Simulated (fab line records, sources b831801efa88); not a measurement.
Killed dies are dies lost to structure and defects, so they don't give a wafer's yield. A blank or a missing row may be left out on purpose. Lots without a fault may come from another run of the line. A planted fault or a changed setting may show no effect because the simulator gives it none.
Chamber matching | flow sky130 | SKY_VIA2_ETCH_15 on rie_diel-04: 4 sister chambers
The step etches SiO2 in C4F8/O2/Ar, stops on TiN, target depth 546 nm, time 84 s. 8 wafers are shown with their chamber, then 7 later ones without.

WAFERS WITH THEIR CHAMBER
wafer  | chamber | bias_w (W) | oes_product_au (a.u.)
L081.1 | 0       | 1199       | 0.942
L081.2 | 2       | 1200       | 0.940
L081.5 | 3       | 1204       | 0.937
L085.3 | 1       | 1199       | 0.929
L085.4 | 0       | 1196       | 0.932
L085.6 | 3       | 1200       | 0.936
L088.2 | 2       | 1201       | 0.937
L088.3 | 1       | 1194       | 0.940

WAFERS WITHOUT THEIR CHAMBER
wafer  | bias_w (W) | oes_product_au (a.u.)
L088.5 | 1195       | 0.939
L090.1 | 1194       | 0.938
L090.4 | 1197       | 0.933
L090.5 | 1200       | 0.937
L094.1 | 1201       | 0.936
L094.2 | 1202       | 0.930
L094.3 | 1199       | 0.937

WHICH CHAMBER EACH WENT THROUGH
wafer  | from the rows above               | in truth
L088.5 | can't be placed: 1 or 0 or 2 or 3 | 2
L090.1 | can't be placed: 1 or 0 or 2 or 3 | 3
L090.4 | can't be placed: 1 or 0 or 2 or 3 | 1
L090.5 | can't be placed: 2 or 3 or 0 or 1 | 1
L094.1 | can't be placed: 3 or 2 or 0 or 1 | 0
L094.2 | can't be placed: 3 or 2 or 0 or 1 | 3
L094.3 | can't be placed: 0 or 2 or 1 or 3 | 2
Placed correctly: 0 of 7. Can't be placed from these rows: 7 (the true chamber is among the candidates in 7). Placed wrongly: 0.
How it was worked out, from the rows above alone: a wafer's distance from a chamber is the root of the sum, over the readings, of the square of ((its reading less the chamber's mean) divided by the reading's scatter). The wafer belongs to the nearest chamber; if the next one is less than 2 further off, it can't be placed. A chamber's mean is the mean of its shown wafers. The scatter: the root of (the sum of the squares of (reading less its chamber's mean) over the shown wafers, divided by (wafers less chambers)).
